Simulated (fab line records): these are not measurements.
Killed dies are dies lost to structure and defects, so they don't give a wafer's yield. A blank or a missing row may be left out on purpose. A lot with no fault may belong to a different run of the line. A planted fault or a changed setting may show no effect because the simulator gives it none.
fab line records    flow sky130
[record] lots = 12  wafers = 36  last-day = 50
route steps=708 shown LDD_P@265 METAL5@666 PAD_OPEN@702
lots untouched by any fault: they come from a run of this same line in which no faults occurred
start-h: the number of hours between the record's first day and the start of the first shown wafer of the lot    wait-h: time in hours since the lot's previous step    " same as the row above    L1.1+2: a row that stands for several wafers    - either no value or no given start    * or withheld: withheld    < > ~ a bound
route shown NAME@n: a module of which the file shows steps, and the number in the route of the first    usual: mean and standard deviation over wafers with no fault    same: alike in all rows    chamber/n: place in a boat    sites: each site's reading    _std_site: how widely they spread, as a standard deviation    _edge_site: outer sites' mean less inner sites'    radius-mm: for every site, how far away it sits from the centre of the wafer    mask NAME#n: copy n    behind: the tool/chamber that last shaped the wafer    hold: the reason the lot was held/the length of the hold in hours/how it ended    device: the n, p or np transistor that did not switch    end of line: the route-end tests of the same wafers    a step given without rows: its recipe and nothing more    killed: dies lost to structure and defects at the first sort, not the wafer's yield    map: shows each die of a wafer: x if killed, . if not, _ if none is there
set.NAME: the run value of the setting; set.NAME@STEP: its run value at that earlier step    model.NAME: the simulator's own value behind a step, which no gauge read
the route's steps for a sample of lots (tables are steps, rows are wafers)
services: the hour from which a tool's chamber was out of use, counted from the record's first day as start-h (under 0 if before that day), plus the number of hours and why
[[steps]]
[step SKY_LDD_P_STRIP_10]
[recipe] chemistry = O2/N2  power-w = 1400  pressure-mtorr = 1500  platen-temp-c = withheld  o2-flow-sccm = 3000  n2-flow-sccm = 300  overash-fraction = 0.5
[usual] chamber-pressure-mTorr = 1500.0/1.3  drypump-motor-current-A = 5.7/0.38  oes-product-au = 0.716/0.0048  strip-time-to-endpoint-s = 14.19/0.045
lot.wafer  tool             chamber  start-h  wait-h  chamber-pressure-mTorr  drypump-motor-current-A  oes-product-au  rf-hours-counter-h  strip-time-to-endpoint-s
L676.1     plasma-asher-01  1        437.19   0.1     1499.2                  5.5                      0.719           1                   14.26
L676.3     "                0        "        "       1499.9                  5.2                      0.715           -                   14.24
L676.5     "                0        "        "       1500.1                  5.2                      0.718           -                   14.23
L677.1     plasma-asher-02  0        451.78   0.1     1499.5                  6.3                      0.721           31                  14.21
L677.2     "                1        "        "       1502.8                  5.9                      0.716           31                  14.21
L677.4     "                0        "        "       1499.8                  6.3                      0.726           -                   14.22
L678.4     plasma-asher-02  0        455.47   0.1     1497.8                  6.3                      0.726           -                   14.27
L678.5     "                1        "        "       1499.4                  5.8                      0.711           -                   14.15
L678.6     "                0        "        "       1499.0                  6.3                      0.724           -                   14.23
L680.1     plasma-asher-02  0        480.69   0.1     1499.5                  6.3                      0.718           34                  14.27
L680.2     "                1        "        "       1497.6                  5.8                      0.715           34                  14.24
L680.6     "                0        "        "       1500.2                  6.3                      0.721           -                   14.23
L681.3     plasma-asher-02  1        498.17   0.1     1499.8                  5.9                      0.716           -                   14.09
L681.4     "                0        "        "       1498.9                  6.3                      0.719           -                   14.10
L681.5     "                0        "        "       1499.9                  6.3                      0.713           -                   14.14
L683.1     plasma-asher-01  1        506.78   0.1     1497.3                  5.5                      0.716           8                   14.15
L683.4     "                1        "        "       1501.2                  5.5                      0.714           -                   14.16
L683.5     "                0        "        "       1500.1                  5.2                      0.721           -                   14.15
L684.1     plasma-asher-02  0        534.98   0.1     1500.2                  6.3                      0.719           39                  14.19
L684.2     "                1        "        "       1499.4                  5.9                      0.707           39                  14.17
L684.4     "                0        "        "       1500.7                  6.3                      0.715           -                   14.15
L685.1     plasma-asher-01  0        541.25   0.1     1497.3                  5.2                      0.714           11                  14.24
L685.2     "                1        "        "       1498.7                  5.5                      0.708           11                  14.20
L685.4     "                0        "        "       1501.1                  5.2                      0.713           -                   14.25
L688.4     plasma-asher-02  1        554.96   0.1     1497.3                  5.8                      0.720           -                   14.20
L688.5     "                1        "        "       1500.4                  5.9                      0.720           -                   14.20
L688.6     "                0        "        "       1498.6                  6.3                      0.718           -                   14.21
L689.2     plasma-asher-01  0        558.43   0.1     1500.4                  5.2                      0.709           13                  14.19
L689.3     "                0        "        "       1498.0                  5.2                      0.708           -                   14.19
L689.4     "                1        "        "       1499.6                  5.5                      0.716           -                   14.24
L695.1     plasma-asher-02  1        605.13   0.1     1500.5                  5.9                      0.714           46                  14.21
L695.2     "                0        "        "       1501.9                  6.3                      0.713           46                  14.19
L695.3     "                1        "        "       1500.5                  5.9                      0.720           -                   14.21
L698.1     plasma-asher-02  1        631.19   0.1     1501.3                  5.9                      0.714           49                  14.22
L698.4     "                1        "        "       1498.2                  5.9                      0.717           -                   14.23
L698.6     "                0        "        "       1500.1                  6.3                      0.714           -                   14.22
[step SKY_METAL5_RS_MEAS_05]
[recipe] thk-meas-gauge = four-point-probe  reads = TiN_of_METAL5_SPUTTER_04+Ti_of_METAL5_SPUTTER_03+AlCu_of_METAL5_SPUTTER_02+TiN_of_METAL5_SPUTTER_01+Ti_of_METAL5_SPUTTER_00
[usual] METAL5_ALCU_RS = 0.0270/0.00036
lot.wafer  tool           chamber  start-h  wait-h  METAL5_ALCU_RS[ohm/sq]
L676.1     film-metro-02  -        1007.64  0.0     0.0271
L676.3     "              -        "        "       0.0274
L676.5     "              -        "        "       0.0271
L677.1     film-metro-02  -        1018.87  0.0     0.0273
L677.2     "              -        "        "       0.0277
L677.4     "              -        "        "       0.0269
L678.4     film-metro-02  -        1021.99  0.1     0.0270
L678.5     "              -        "        "       0.0269
L678.6     "              -        "        "       0.0275
L680.1     film-metro-02  -        1041.49  0.0     0.0270
L680.2     "              -        "        "       0.0269
L680.6     "              -        "        "       0.0277
L681.3     film-metro-04  -        1054.63  0.1     0.0269
L681.4     "              -        "        "       0.0268
L681.5     "              -        "        "       0.0266
L683.1     film-metro-01  -        1057.45  0.0     0.0262
L683.4     "              -        "        "       0.0270
L683.5     "              -        "        "       0.0269
L684.1     film-metro-01  -        1078.78  0.0     0.0272
L684.2     "              -        "        "       0.0276
L684.4     "              -        "        "       0.0267
L685.1     film-metro-01  -        1081.66  0.0     0.0273
L685.2     "              -        "        "       0.0271
L685.4     "              -        "        "       0.0271
L688.4     film-metro-04  -        1091.30  0.1     0.0269
L688.5     "              -        "        "       0.0277
L688.6     "              -        "        "       0.0269
L689.2     film-metro-04  -        1094.71  0.0     0.0272
L689.3     "              -        "        "       0.0272
L689.4     "              -        "        "       0.0266
L695.1     film-metro-01  -        1127.83  0.0     0.0268
L695.2     "              -        "        "       0.0266
L695.3     "              -        "        "       0.0266
L698.1     film-metro-01  -        1149.60  0.0     0.0274
L698.4     "              -        "        "       0.0271
L698.6     "              -        "        "       0.0274
[step SKY_METAL5_THK_MEAS_06]
[recipe] thk-meas-gauge = xrf  reads = AlCu_of_METAL5_SPUTTER_02
[usual] METAL5_ALCU_THK = 1148/16
lot.wafer  tool           chamber  start-h  wait-h  METAL5_ALCU_THK[nm]
L676.1     film-metro-02  -        1007.76  0.1     1142
L676.3     "              -        "        "       1136
L676.5     "              -        "        "       1149
L677.1     film-metro-02  -        1018.99  0.1     1132
L677.2     "              -        "        "       1120
L677.4     "              -        "        "       1151
L678.4     film-metro-02  -        1022.08  0.1     1143
L678.5     "              -        "        "       1142
L678.6     "              -        "        "       1122
L680.1     film-metro-02  -        1041.61  0.1     1147
L680.2     "              -        "        "       1153
L680.6     "              -        "        "       1120
L681.3     film-metro-04  -        1054.73  0.1     1158
L681.4     "              -        "        "       1163
L681.5     "              -        "        "       1172
L683.1     film-metro-01  -        1057.57  0.1     1187
L683.4     "              -        "        "       1152
L683.5     "              -        "        "       1156
L684.1     film-metro-01  -        1078.90  0.1     1141
L684.2     "              -        "        "       1126
L684.4     "              -        "        "       1154
L685.1     film-metro-01  -        1081.78  0.1     1129
L685.2     "              -        "        "       1140
L685.4     "              -        "        "       1147
L688.4     film-metro-04  -        1091.39  0.1     1148
L688.5     "              -        "        "       1120
L688.6     "              -        "        "       1153
L689.2     film-metro-04  -        1094.82  0.1     1143
L689.3     "              -        "        "       1137
L689.4     "              -        "        "       1162
L695.1     film-metro-01  -        1127.95  0.1     1151
L695.2     "              -        "        "       1159
L695.3     "              -        "        "       1151
L698.1     film-metro-01  -        1149.72  0.1     1129
L698.4     "              -        "        "       1154
L698.6     "              -        "        "       1125
[step SKY_PAD_OPEN_STRIP_08]
[recipe] chemistry = O2/N2  power-w = 1400  pressure-mtorr = 1500  platen-temp-c = withheld  overash-fraction = 0.7  o2-flow-sccm = 3000  n2-flow-sccm = 300
[usual] chamber-pressure-mTorr = 1500.1/1.5  drypump-motor-current-A = 5.8/0.59  oes-product-au = 0.664/0.0047  strip-time-to-endpoint-s = 37.01/0.11
lot.wafer  tool             chamber  start-h  wait-h  chamber-pressure-mTorr  drypump-motor-current-A  oes-product-au  rf-hours-counter-h  strip-time-to-endpoint-s
L676.1     plasma-asher-02  0        1074.43  0.1     1498.7                  6.3                      0.667           93                  37.10
L676.3     "                1        "        "       1498.6                  5.9                      0.660           -                   37.04
L676.5     "                0        "        "       1502.0                  6.3                      0.664           -                   37.04
L677.1     plasma-asher-01  1        1085.74  0.1     1501.0                  5.5                      0.669           63                  37.01
L677.2     "                0        "        "       1500.7                  5.2                      0.670           63                  37.03
L677.4     "                0        "        "       1500.8                  5.2                      0.669           -                   36.96
L678.4     plasma-asher-04  1        1087.02  0.1     1498.7                  5.3                      0.659           -                   36.90
L678.5     "                0        "        "       1503.0                  6.8                      0.668           -                   36.91
L678.6     "                1        "        "       1500.3                  5.3                      0.669           -                   36.93
L680.1     plasma-asher-04  1        1105.14  0.1     1501.0                  5.3                      0.662           4                   36.95
L680.2     "                0        "        "       1500.3                  6.8                      0.663           4                   36.96
L680.6     "                1        "        "       1499.8                  5.3                      0.669           -                   36.92
L681.3     plasma-asher-04  0        1115.53  0.1     1500.6                  6.8                      0.656           -                   36.86
L681.4     "                1        "        "       1498.0                  5.3                      0.667           -                   37.00
L681.5     "                0        "        "       1501.8                  6.8                      0.653           -                   37.00
L683.1     plasma-asher-04  1        1116.58  0.1     1501.5                  5.3                      0.664           5                   37.00
L683.4     "                0        "        "       1503.1                  6.8                      0.671           -                   36.97
L683.5     "                0        "        "       1498.1                  6.8                      0.664           -                   36.89
L684.1     plasma-asher-01  0        1137.29  0.1     1500.0                  5.2                      0.662           68                  37.15
L684.2     "                1        "        "       1502.5                  5.5                      0.664           68                  37.12
L684.4     "                0        "        "       1497.8                  5.2                      0.665           -                   37.08
L685.1     plasma-asher-01  1        1140.79  0.1     1500.1                  5.5                      0.661           68                  37.11
L685.2     "                0        "        "       1500.7                  5.2                      0.663           68                  37.14
L685.4     "                0        "        "       1499.2                  5.2                      0.666           -                   37.02
L688.4     plasma-asher-02  1        1151.06  0.1     1500.4                  5.8                      0.662           -                   37.08
L688.5     "                0        "        "       1497.1                  6.3                      0.658           -                   36.93
L688.6     "                1        "        "       1499.4                  5.9                      0.669           -                   37.01
L689.2     plasma-asher-01  0        1154.64  0.1     1501.2                  5.2                      0.660           69                  36.89
L689.3     "                0        "        "       1500.8                  5.2                      0.666           -                   36.87
L689.4     "                1        "        "       1499.6                  5.5                      0.662           -                   36.93
L695.1     plasma-asher-02  0        1181.48  0.1     1500.5                  6.3                      0.663           103                 37.19
L695.2     "                1        "        "       1501.5                  5.9                      0.662           103                 37.14
L695.3     "                1        "        "       1498.8                  5.9                      0.662           -                   37.04
L698.1     plasma-asher-02  0        1199.73  0.1     1499.8                  6.3                      0.666           105                 36.88
L698.4     "                1        "        "       1503.3                  5.8                      0.662           -                   36.96
L698.6     "                0        "        "       1499.0                  6.3                      0.659           -                   36.93
[step SKY_PAD_OPEN_PROBE_99]
[usual] killed_at_M0_to_M3 = 43/6.6  killed_at_M4_up = 3.2/1.9  killed-at-contacts = 25/5.3  killed-at-front-end = 16/4.5  killed-at-other = 0.3/0.63  killed-dies = 87/8.9  killed-open = 48/7.9  killed-short = 39/5.3
[same] gross-dies = 492  killed-at-back-side = 0
lot.wafer  tool       chamber  start-h  wait-h  hold                      killed_at_M0_to_M3  killed_at_M4_up  killed-at-contacts  killed-at-front-end  killed-at-other  killed-dies  killed-open  killed-short
L676.1     prober-02  -        1077.04  0.1     -                         39                  6                26                  14                   0                85           36           49
L676.3     prober-02  -        1077.14  0.2     -                         46                  1                31                  13                   0                91           45           46
L676.5     prober-02  -        1077.24  0.2     -                         47                  4                21                  8                    0                80           40           40
L677.1     prober-01  -        1087.99  0.1     -                         29                  5                24                  31                   0                89           45           43
L677.2     prober-01  -        1088.04  0.1     -                         38                  3                31                  21                   0                93           60           33
L677.4     prober-01  -        1088.14  0.2     -                         43                  0                33                  16                   0                92           58           32
L678.4     prober-02  -        1089.39  0.2     -                         33                  1                27                  21                   0                82           41           40
L678.5     prober-02  -        1089.44  0.2     -                         41                  2                27                  17                   0                87           54           33
L678.6     prober-02  -        1089.49  0.2     -                         36                  4                23                  19                   0                82           43           39
L680.1     prober-02  -        1107.39  0.1     -                         38                  1                28                  15                   1                83           41           42
L680.2     prober-02  -        1107.44  0.1     -                         46                  1                29                  15                   1                92           56           36
L680.6     prober-02  -        1107.64  0.2     -                         46                  3                18                  11                   0                78           40           38
L681.3     prober-01  -        1117.84  0.2     -                         41                  4                24                  16                   0                85           46           39
L681.4     prober-01  -        1117.89  0.2     -                         46                  3                19                  19                   0                87           49           38
L681.5     prober-01  -        1117.94  0.2     -                         42                  5                26                  19                   0                92           50           42
L683.1     prober-01  -        1119.24  0.1     -                         40                  5                22                  16                   1                84           47           37
L683.4     prober-01  -        1119.39  0.2     -                         42                  5                21                  15                   1                84           47           37
L683.5     prober-01  -        1119.44  0.2     -                         42                  3                17                  16                   0                78           46           32
L684.1     prober-02  -        1139.50  0.1     -                         39                  3                22                  17                   0                81           35           46
L684.2     prober-02  -        1139.55  0.1     -                         44                  3                18                  12                   0                77           43           34
L684.4     prober-02  -        1139.65  0.2     -                         48                  3                22                  17                   0                90           55           35
L685.1     prober-01  -        1143.00  0.1     -                         44                  0                21                  13                   0                78           38           40
L685.2     prober-01  -        1143.05  0.1     -                         42                  1                17                  11                   1                72           42           30
L685.4     prober-01  -        1143.15  0.2     -                         39                  3                33                  9                    0                84           52           32
L688.4     prober-01  -        1153.40  0.2     -                         52                  1                22                  20                   0                95           60           35
L688.5     prober-01  -        1153.45  0.2     -                         41                  4                18                  17                   2                82           36           43
L688.6     prober-01  -        1153.50  0.2     -                         47                  1                20                  17                   0                85           45           39
L689.2     prober-01  -        1156.96  0.1     -                         43                  3                27                  25                   0                98           67           31
L689.3     prober-01  -        1157.01  0.2     -                         36                  4                27                  15                   0                82           51           31
L689.4     prober-01  -        1157.06  0.2     -                         39                  5                40                  21                   0                105          61           44
L695.1     prober-01  -        1183.70  0.1     await-dispo/4.7h/release  35                  3                31                  61                   0                130          48           38
L695.2     prober-01  -        1183.75  0.1     await-dispo/4.7h/release  37                  4                37                  60                   0                138          49           46
L695.3     prober-01  -        1183.80  0.2     await-dispo/4.7h/release  41                  2                14                  63                   0                120          47           33
L698.1     prober-02  -        1201.95  0.1     await-dispo/2.4h/release  38                  4                33                  50                   0                125          46           37
L698.4     prober-02  -        1202.10  0.2     await-dispo/2.4h/release  49                  6                24                  50                   0                129          42           46
L698.6     prober-02  -        1202.20  0.2     await-dispo/2.4h/release  38                  3                29                  57                   0                127          41           43
// killed by level:class
L676.1 CONTACT:geometric-particle:open=10 VIA1:geometric-particle:open=9 METAL2:geometric-particle:short=8 LOCAL_INTERCONNECT:geometric-particle:short=7 METAL4:geometric-particle:short=6 VIA2:geometric-particle:open=5 FIELD_ISO:geometric-particle:short=4 POLY_GATE:geometric-particle:short=4
L676.3 CONTACT:geometric-particle:open=10 METAL1:geometric-particle:short=9 VIA1:geometric-particle:open=9 LI_CONTACT:geometric-particle:open=6 LOCAL_INTERCONNECT:geometric-particle:short=6 METAL2:geometric-particle:short=6 VIA2:geometric-particle:open=6 VIA3:geometric-particle:open=6
L676.5 VIA1:geometric-particle:open=8 VIA2:geometric-particle:open=8 METAL2:geometric-particle:short=8 METAL1:geometric-particle:short=7 LOCAL_INTERCONNECT:geometric-particle:short=6 CONTACT:geometric-particle:open=6 POLY_GATE:geometric-particle:short=5 VIA3:geometric-particle:open=5
L677.1 CONTACT:geometric-particle:open=13 FIELD_ISO:geometric-particle:short=9 POLY_GATE:geometric-particle:open=8 FIELD_ISO:geometric-particle:open=6 POLY_GATE:geometric-particle:short=6 LOCAL_INTERCONNECT:geometric-particle:short=6 VIA1:geometric-particle:open=6 METAL2:geometric-particle:short=6
L677.2 CONTACT:geometric-particle:open=14 VIA3:geometric-particle:open=11 FIELD_ISO:geometric-particle:open=8 LI_CONTACT:geometric-particle:open=8 VIA2:geometric-particle:open=7 FIELD_ISO:geometric-particle:short=5 CONTACT:geometric-particle:short=5 LOCAL_INTERCONNECT:geometric-particle:short=4
L677.4 CONTACT:geometric-particle:open=14 VIA1:geometric-particle:open=10 VIA2:geometric-particle:short=7 FIELD_ISO:geometric-particle:open=6 LI_CONTACT:geometric-particle:open=6 CONTACT:geometric-particle:short=6 VIA3:geometric-particle:open=6 VIA2:geometric-particle:open=6
L678.4 CONTACT:geometric-particle:open=12 VIA2:geometric-particle:open=9 FIELD_ISO:geometric-particle:short=8 CONTACT:geometric-particle:short=6 VIA1:geometric-particle:open=5 POLY_GATE:geometric-particle:short=4 LOCAL_INTERCONNECT:geometric-particle:short=4 METAL2:geometric-particle:short=4
L678.5 CONTACT:geometric-particle:open=14 METAL2:geometric-particle:short=7 VIA3:geometric-particle:open=7 VIA2:geometric-particle:open=6 VIA1:geometric-particle:open=6 FIELD_ISO:geometric-particle:open=4 LI_CONTACT:geometric-particle:open=4 FIELD_ISO:geometric-particle:short=3
L678.6 LI_CONTACT:geometric-particle:open=8 VIA1:geometric-particle:open=8 FIELD_ISO:geometric-particle:open=6 VIA1:geometric-particle:short=6 METAL3:geometric-particle:short=6 POLY_GATE:geometric-particle:short=5 CONTACT:geometric-particle:open=5 VIA2:geometric-particle:open=5
L680.1 CONTACT:geometric-particle:open=8 FIELD_ISO:geometric-particle:open=7 LI_CONTACT:geometric-particle:open=7 METAL1:geometric-particle:short=6 VIA3:geometric-particle:open=6 CONTACT:geometric-particle:short=5 VIA2:geometric-particle:short=5 METAL2:geometric-particle:short=4
L680.2 CONTACT:geometric-particle:open=13 VIA1:geometric-particle:open=12 LI_CONTACT:geometric-particle:open=7 FIELD_ISO:geometric-particle:open=6 VIA2:geometric-particle:open=6 METAL2:geometric-particle:short=6 VIA3:geometric-particle:open=4 CONTACT:geometric-particle:short=4
L680.6 VIA1:geometric-particle:open=9 VIA3:geometric-particle:open=8 VIA2:geometric-particle:open=7 VIA1:geometric-particle:short=7 CONTACT:geometric-particle:short=5 CONTACT:geometric-particle:open=5 METAL2:geometric-particle:short=5 FIELD_ISO:geometric-particle:open=3
L681.3 VIA1:geometric-particle:open=10 FIELD_ISO:geometric-particle:short=7 CONTACT:geometric-particle:open=7 LI_CONTACT:geometric-particle:open=7 FIELD_ISO:geometric-particle:open=5 LOCAL_INTERCONNECT:geometric-particle:short=5 METAL1:geometric-particle:short=5 VIA2:geometric-particle:open=5
L681.4 VIA1:geometric-particle:open=11 VIA1:geometric-particle:short=8 CONTACT:geometric-particle:open=8 METAL2:geometric-particle:short=7 FIELD_ISO:geometric-particle:open=5 VIA2:geometric-particle:open=5 VIA3:geometric-particle:open=5 LOCAL_INTERCONNECT:geometric-particle:short=4
L681.5 CONTACT:geometric-particle:open=12 METAL1:geometric-particle:short=7 VIA1:geometric-particle:open=7 LI_CONTACT:geometric-particle:open=6 VIA3:geometric-particle:open=6 VIA3:geometric-particle:short=6 FIELD_ISO:geometric-particle:open=5 POLY_GATE:geometric-particle:open=4
L683.1 VIA1:geometric-particle:open=9 CONTACT:geometric-particle:open=8 VIA3:geometric-particle:open=7 LI_CONTACT:geometric-particle:open=6 METAL1:geometric-particle:short=5 VIA2:geometric-particle:open=5 FIELD_ISO:geometric-particle:short=4 FIELD_ISO:geometric-particle:open=3
L683.4 VIA1:geometric-particle:open=8 CONTACT:geometric-particle:open=8 VIA3:geometric-particle:open=7 VIA2:geometric-particle:open=6 LI_CONTACT:geometric-particle:open=5 LOCAL_INTERCONNECT:geometric-particle:short=4 METAL1:geometric-particle:short=4 VIA3:geometric-particle:short=4
L683.5 VIA2:geometric-particle:open=11 CONTACT:geometric-particle:open=10 METAL1:geometric-particle:short=7 VIA1:geometric-particle:open=6 POLY_GATE:geometric-particle:short=5 POLY_GATE:geometric-particle:open=4 VIA1:geometric-particle:short=4 VIA3:geometric-particle:open=4
L684.1 VIA1:geometric-particle:open=8 FIELD_ISO:geometric-particle:short=6 VIA1:geometric-particle:short=6 LOCAL_INTERCONNECT:geometric-particle:short=5 CONTACT:geometric-particle:short=5 METAL1:geometric-particle:short=5 VIA3:geometric-particle:open=5 LI_CONTACT:geometric-particle:open=4
L684.2 VIA3:geometric-particle:open=12 CONTACT:geometric-particle:open=7 METAL1:geometric-particle:short=7 VIA2:geometric-particle:open=6 VIA1:geometric-particle:short=6 VIA1:geometric-particle:open=5 FIELD_ISO:geometric-particle:open=4 LI_CONTACT:geometric-particle:open=4
L684.4 VIA3:geometric-particle:open=14 VIA1:geometric-particle:open=10 LI_CONTACT:geometric-particle:open=8 METAL1:geometric-particle:short=7 VIA1:geometric-particle:short=7 POLY_GATE:geometric-particle:open=6 CONTACT:geometric-particle:open=6 CONTACT:geometric-particle:short=4
L685.1 VIA1:geometric-particle:open=12 VIA3:geometric-particle:short=7 CONTACT:geometric-particle:open=6 METAL3:geometric-particle:short=6 VIA2:geometric-particle:open=6 LI_CONTACT:geometric-particle:short=5 FIELD_ISO:geometric-particle:short=4 LOCAL_INTERCONNECT:geometric-particle:short=4
L685.2 VIA1:geometric-particle:open=10 CONTACT:geometric-particle:open=8 VIA3:geometric-particle:open=6 METAL1:geometric-particle:short=5 VIA1:geometric-particle:short=5 POLY_GATE:geometric-particle:open=4 METAL2:geometric-particle:short=4 VIA2:geometric-particle:open=4
L685.4 CONTACT:geometric-particle:open=11 VIA2:geometric-particle:open=10 LI_CONTACT:geometric-particle:open=9 CONTACT:geometric-particle:short=6 VIA1:geometric-particle:open=6 VIA3:geometric-particle:open=5 VIA1:geometric-particle:short=5 POLY_GATE:geometric-particle:open=4
L688.4 VIA1:geometric-particle:open=19 CONTACT:geometric-particle:open=10 POLY_GATE:geometric-particle:short=7 VIA2:geometric-particle:open=7 FIELD_ISO:geometric-particle:open=6 LI_CONTACT:geometric-particle:open=6 VIA1:geometric-particle:short=5 CONTACT:geometric-particle:short=4
L688.5 VIA1:geometric-particle:open=8 METAL1:geometric-particle:short=6 VIA1:geometric-particle:short=6 VIA2:geometric-particle:open=6 POLY_GATE:geometric-particle:short=5 LI_CONTACT:geometric-particle:short=5 FIELD_ISO:geometric-particle:open=4 LI_CONTACT:geometric-particle:open=4
L688.6 VIA1:geometric-particle:open=12 VIA3:geometric-particle:open=7 VIA1:geometric-particle:short=6 POLY_GATE:geometric-particle:short=5 CONTACT:geometric-particle:open=5 FIELD_ISO:geometric-particle:open=4 VIA2:geometric-particle:open=4 LI_CONTACT:geometric-particle:open=4
L689.2 POLY_GATE:geometric-particle:open=11 CONTACT:geometric-particle:open=11 VIA1:geometric-particle:open=9 LI_CONTACT:geometric-particle:open=8 VIA2:geometric-particle:open=8 VIA3:geometric-particle:open=6 FIELD_ISO:geometric-particle:short=5 METAL1:geometric-particle:short=5
L689.3 VIA1:geometric-particle:open=10 LI_CONTACT:geometric-particle:open=8 CONTACT:geometric-particle:open=8 POLY_GATE:geometric-particle:open=7 VIA1:geometric-particle:short=5 LOCAL_INTERCONNECT:geometric-particle:short=5 VIA3:geometric-particle:open=5 METAL1:geometric-particle:short=5
L689.4 CONTACT:geometric-particle:open=16 VIA2:geometric-particle:open=9 CONTACT:geometric-particle:short=8 LI_CONTACT:geometric-particle:open=7 METAL1:geometric-particle:short=7 LOCAL_INTERCONNECT:geometric-particle:short=6 VIA1:geometric-particle:open=6 VIA3:geometric-particle:open=6
L695.1 LDD_P:unspecified=43 CONTACT:geometric-particle:open=13 LI_CONTACT:geometric-particle:open=12 VIA1:geometric-particle:short=7 FIELD_ISO:geometric-particle:short=5 VIA1:geometric-particle:open=5 METAL2:geometric-particle:short=5 POLY_GATE:geometric-particle:open=4
L695.2 LDD_P:unspecified=43 CONTACT:geometric-particle:open=16 VIA1:geometric-particle:open=12 LI_CONTACT:geometric-particle:short=6 LOCAL_INTERCONNECT:geometric-particle:short=6 POLY_GATE:geometric-particle:short=5 LI_CONTACT:geometric-particle:open=5 METAL1:geometric-particle:short=5
L695.3 LDD_P:unspecified=40 VIA1:geometric-particle:open=14 POLY_GATE:geometric-particle:open=8 LI_CONTACT:geometric-particle:open=6 FIELD_ISO:geometric-particle:short=5 METAL1:geometric-particle:short=5 VIA3:geometric-particle:open=4 FIELD_ISO:geometric-particle:open=4
L698.1 LDD_P:unspecified=42 VIA1:geometric-particle:open=11 CONTACT:geometric-particle:open=10 LI_CONTACT:geometric-particle:open=9 CONTACT:geometric-particle:short=8 METAL2:geometric-particle:short=6 VIA2:geometric-particle:open=6 LOCAL_INTERCONNECT:geometric-particle:short=5
L698.4 LDD_P:unspecified=41 VIA1:geometric-particle:open=10 CONTACT:geometric-particle:open=9 METAL2:geometric-particle:short=8 FIELD_ISO:geometric-particle:short=6 VIA2:geometric-particle:open=6 VIA3:geometric-particle:open=5 CONTACT:geometric-particle:short=5
L698.6 LDD_P:unspecified=43 CONTACT:geometric-particle:open=13 METAL1:geometric-particle:short=9 LI_CONTACT:geometric-particle:open=7 POLY_GATE:geometric-particle:open=4 VIA3:geometric-particle:open=4 CONTACT:geometric-particle:short=4 VIA1:geometric-particle:open=4
[[services]]
tool             chamber  start-h  hours  kind
plasma-asher-02  -        419.64   7.3    repair
plasma-asher-01  -        421.25   9.0    pm
plasma-asher-01  0        421.25   9.0    vent-cycle
plasma-asher-01  1        421.25   9.0    vent-cycle
plasma-asher-01  0        430.25   -      clean
plasma-asher-01  1        430.25   -      clean
plasma-asher-02  -        459.94   0.8    repair
plasma-asher-02  -        468.12   1.2    repair
plasma-asher-04  -        472.09   0.7    repair
plasma-asher-02  -        557.85   1.2    repair
plasma-asher-04  -        603.06   2.8    pm
plasma-asher-01  -        649.55   16.9   repair
plasma-asher-01  -        666.47   14.6   pm
plasma-asher-02  -        685.27   15.6   pm
plasma-asher-01  -        751.06   3.0    repair
plasma-asher-02  -        757.09   3.2    repair
plasma-asher-01  -        836.20   4.3    repair
plasma-asher-01  -        936.81   3.9    repair
plasma-asher-04  -        964.67   3.0    repair
plasma-asher-04  -        1055.25  9.0    pm
plasma-asher-02  -        1107.97  2.1    repair
plasma-asher-02  -        1113.89  4.0    repair
plasma-asher-04  -        1176.90  1.5    repair
plasma-asher-01  -        1182.84  2.9    repair
[[key]]
[first-sign] step = SKY_PAD_OPEN_PROBE_99  reading = killed-at-front-end  direction = up  sigmas = 9.2  usual = 16  struck = 57
[effect] step = SKY_PAD_OPEN_PROBE_99  reading = killed-dies  direction = up  sigmas = 4.6  usual = 87  struck = 128
met-at SKY_LDD_P_STRIP_10
struck-lots L695,L698
tester-left-out L695,L698
not-acting-at SKY_METAL5_RS_MEAS_05,SKY_METAL5_THK_MEAS_06,SKY_PAD_OPEN_STRIP_08
onset-between 554.96 605.13
also-fits time
[fault] kind = chamber-particle-source  tool = plasma-asher-02  chamber = -  onset-h = 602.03  steps = SKY_LDD_P_STRIP_10  rate-per-visit-cm2 = 0.44511  end-h = 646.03
// tester-left-out: of these lots the tester's yield and bins aren't shown, on N5 and GAA mostly nor the transistor test; their killed dies are dies lost to structure and defects alone, not to doping, threshold or leakage, so they don't give the yield
